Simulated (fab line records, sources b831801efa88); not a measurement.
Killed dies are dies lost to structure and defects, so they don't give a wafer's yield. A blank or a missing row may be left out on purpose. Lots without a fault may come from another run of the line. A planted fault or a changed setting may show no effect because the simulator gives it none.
Chamber matching | flow sfq_line | SFQ_TRILAYER_I3_CMP_CMP_082 on cmp-02: 4 sister chambers
The step polishes SiO2. 8 wafers are shown with their chamber, then 8 later ones without.

WAFERS WITH THEIR CHAMBER
wafer  | chamber | motor_current_A (A) | time_to_endpoint_s (s)
L294.1 | 2       | 9.4                 | 210
L296.1 | 1       | 8.8                 | 208
L296.6 | 0       | 10.2                | 228
L298.1 | 0       | 9.8                 | 220
L298.6 | 3       | 11.4                | 228
L299.3 | 3       | 11.6                | 206
L299.5 | 2       | 10.2                | 214
L299.6 | 1       | 8.6                 | 211

WAFERS WITHOUT THEIR CHAMBER
wafer  | motor_current_A (A) | time_to_endpoint_s (s)
L300.1 | 10.3                | 208
L300.2 | 11.4                | 210
L300.6 | 8.7                 | 213
L306.2 | 10.2                | 214
L306.6 | 8.8                 | 205
L312.2 | 11.2                | 212
L312.5 | 10.8                | 223
L312.6 | 10.9                | 220

WHICH CHAMBER EACH WENT THROUGH
wafer  | from the rows above          | in truth
L300.1 | can't be placed: 2 or 0      | 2
L300.2 | 3                            | 3
L300.6 | 1                            | 1
L306.2 | can't be placed: 2 or 0      | 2
L306.6 | 1                            | 1
L312.2 | 3                            | 3
L312.5 | can't be placed: 3 or 0 or 2 | 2
L312.6 | can't be placed: 3 or 0 or 2 | 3
Placed correctly: 4 of 8. Can't be placed from these rows: 4 (the true chamber is among the candidates in 4). Placed wrongly: 0.
How it was worked out, from the rows above alone: a wafer's distance from a chamber is the root of the sum, over the readings, of the square of ((its reading less the chamber's mean) divided by the reading's scatter). The wafer belongs to the nearest chamber; if the next one is less than 2 further off, it can't be placed. A chamber's mean is the mean of its shown wafers. The scatter: the root of (the sum of the squares of (reading less its chamber's mean) over the shown wafers, divided by (wafers less chambers)).
